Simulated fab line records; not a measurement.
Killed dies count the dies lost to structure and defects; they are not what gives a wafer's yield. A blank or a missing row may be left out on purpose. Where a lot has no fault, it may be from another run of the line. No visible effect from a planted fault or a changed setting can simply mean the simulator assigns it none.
A sampling plan put to the test | flow sky130 | each of the 15 faults these records tell of, on one fab line, judged from the records of the lots it struck
Plan = the line's own looks (route steps where a gauge or an inspection reads the wafer without altering it). A look is open to judgement when struck wafers have a number at it and the file gives its usual mean and standard deviation on fault-free wafers. Caught: a look later than the fault's first step finds the struck wafers' mean 4 or more of those standard deviations (sigma) from the usual mean. On the tool: the fault's steps, tested the same way using the tool's own readings. A different recipe on the struck wafers counts as caught too, as does a record blank only for those wafers.

THE FAULTS, as the simulator had put them in
1. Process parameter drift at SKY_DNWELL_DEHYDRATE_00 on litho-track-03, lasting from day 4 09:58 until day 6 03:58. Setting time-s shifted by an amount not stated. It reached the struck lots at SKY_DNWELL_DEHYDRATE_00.
2. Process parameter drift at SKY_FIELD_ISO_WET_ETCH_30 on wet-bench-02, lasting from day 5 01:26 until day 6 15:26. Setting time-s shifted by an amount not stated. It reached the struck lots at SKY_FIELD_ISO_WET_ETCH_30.
3. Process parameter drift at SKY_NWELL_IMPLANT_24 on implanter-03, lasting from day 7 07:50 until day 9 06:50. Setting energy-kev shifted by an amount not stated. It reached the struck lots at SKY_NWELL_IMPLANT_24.
4. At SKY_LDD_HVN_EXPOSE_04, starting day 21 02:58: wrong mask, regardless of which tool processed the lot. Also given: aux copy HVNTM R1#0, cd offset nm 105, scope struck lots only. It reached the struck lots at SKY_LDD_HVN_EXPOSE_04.
5. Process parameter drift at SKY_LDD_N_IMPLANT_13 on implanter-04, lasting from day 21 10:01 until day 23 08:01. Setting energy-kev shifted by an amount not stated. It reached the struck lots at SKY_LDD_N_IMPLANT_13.
6. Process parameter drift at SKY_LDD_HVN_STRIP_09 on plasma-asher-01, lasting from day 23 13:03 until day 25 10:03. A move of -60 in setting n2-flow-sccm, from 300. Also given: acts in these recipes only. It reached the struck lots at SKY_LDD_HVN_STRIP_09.
7. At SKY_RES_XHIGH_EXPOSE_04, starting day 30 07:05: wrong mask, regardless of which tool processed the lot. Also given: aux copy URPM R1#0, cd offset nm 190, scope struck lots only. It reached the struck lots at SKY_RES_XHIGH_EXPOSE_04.
8. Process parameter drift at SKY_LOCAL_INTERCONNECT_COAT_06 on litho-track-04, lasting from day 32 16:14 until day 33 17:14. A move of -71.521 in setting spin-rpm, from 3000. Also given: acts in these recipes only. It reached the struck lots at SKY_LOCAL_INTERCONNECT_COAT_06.
9. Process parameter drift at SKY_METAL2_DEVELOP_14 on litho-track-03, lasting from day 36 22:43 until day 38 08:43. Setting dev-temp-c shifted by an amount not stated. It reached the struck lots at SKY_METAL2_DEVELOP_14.
10. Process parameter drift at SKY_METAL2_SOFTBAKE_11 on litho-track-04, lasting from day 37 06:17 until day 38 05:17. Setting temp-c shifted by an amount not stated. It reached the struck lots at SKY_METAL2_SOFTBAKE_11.
11. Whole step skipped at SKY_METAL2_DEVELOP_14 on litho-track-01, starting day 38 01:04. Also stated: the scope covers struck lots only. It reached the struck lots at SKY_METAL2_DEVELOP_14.
12. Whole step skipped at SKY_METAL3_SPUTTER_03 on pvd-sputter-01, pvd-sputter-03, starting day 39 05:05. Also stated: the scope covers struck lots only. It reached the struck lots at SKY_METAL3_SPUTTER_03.
13. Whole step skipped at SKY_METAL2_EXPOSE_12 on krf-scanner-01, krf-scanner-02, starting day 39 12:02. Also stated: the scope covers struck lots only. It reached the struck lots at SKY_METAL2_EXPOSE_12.
14. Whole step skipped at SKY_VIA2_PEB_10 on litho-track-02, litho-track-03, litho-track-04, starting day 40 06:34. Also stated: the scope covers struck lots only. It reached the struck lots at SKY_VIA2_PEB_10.
15. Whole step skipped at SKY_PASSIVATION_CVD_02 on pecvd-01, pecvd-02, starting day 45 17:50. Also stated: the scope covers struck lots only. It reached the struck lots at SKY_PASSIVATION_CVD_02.

WHAT THE PLAN SAW
fault | on the tool itself                               | first look that catches it                      | reading, sigma | median hours from its first step to that look | hours from the fault's start to the first struck lot there | judged looks passed uncaught
1     | heater-power-total-W +60 sigma                   | none of the 2 looks that can be judged after it | -              | -                                             | -                                                          | 2
2     | run-length-s -9.3 sigma                          | not the one look that can be judged after it    | -              | -                                             | -                                                          | 1
3     | beam-energy-keV +99 or beyond sigma              | no look after it can be judged                  | -              | -                                             | -                                                          | 0
4     | no reading that can be judged                    | no look after it can be judged                  | -              | -                                             | -                                                          | 0
5     | beam-energy-keV -99 or beyond sigma              | not the one look that can be judged after it    | -              | -                                             | -                                                          | 1
6     | n2-flow-sccm -68 sigma                           | not the one look that can be judged after it    | -              | -                                             | -                                                          | 1
7     | under 2 sigma                                    | no look after it can be judged                  | -              | -                                             | -                                                          | 0
8     | spin-speed-rpm -38 sigma                         | not the one look that can be judged after it    | -              | -                                             | -                                                          | 1
9     | developer-temp-C +8.7 sigma                      | no look after it can be judged                  | -              | -                                             | -                                                          | 0
10    | plate-temp-C -22 sigma                           | no look after it can be judged                  | -              | -                                             | -                                                          | 0
11    | the tool's record is blank for the struck wafers | no look after it can be judged                  | -              | -                                             | -                                                          | 0
12    | the tool's record is blank for the struck wafers | no look after it can be judged                  | -              | -                                             | -                                                          | 0
13    | no reading that can be judged                    | no look after it can be judged                  | -              | -                                             | -                                                          | 0
14    | no reading that can be judged                    | no look after it can be judged                  | -              | -                                             | -                                                          | 0
15    | the tool's record is blank for the struck wafers | no look after it can be judged                  | -              | -                                             | -                                                          | 0
Dash: fault not caught, or number not given in these records.

Caught at a look: 0 of 15. Caught on the tool: 11 of 15. By one or the other: 11 of 15.
On the tool alone, faults 1, 2, 3, 5, 6, 8, 9, 10, 11, 12, 15 were caught.
Caught by neither: faults 4, 7, 13, 14.
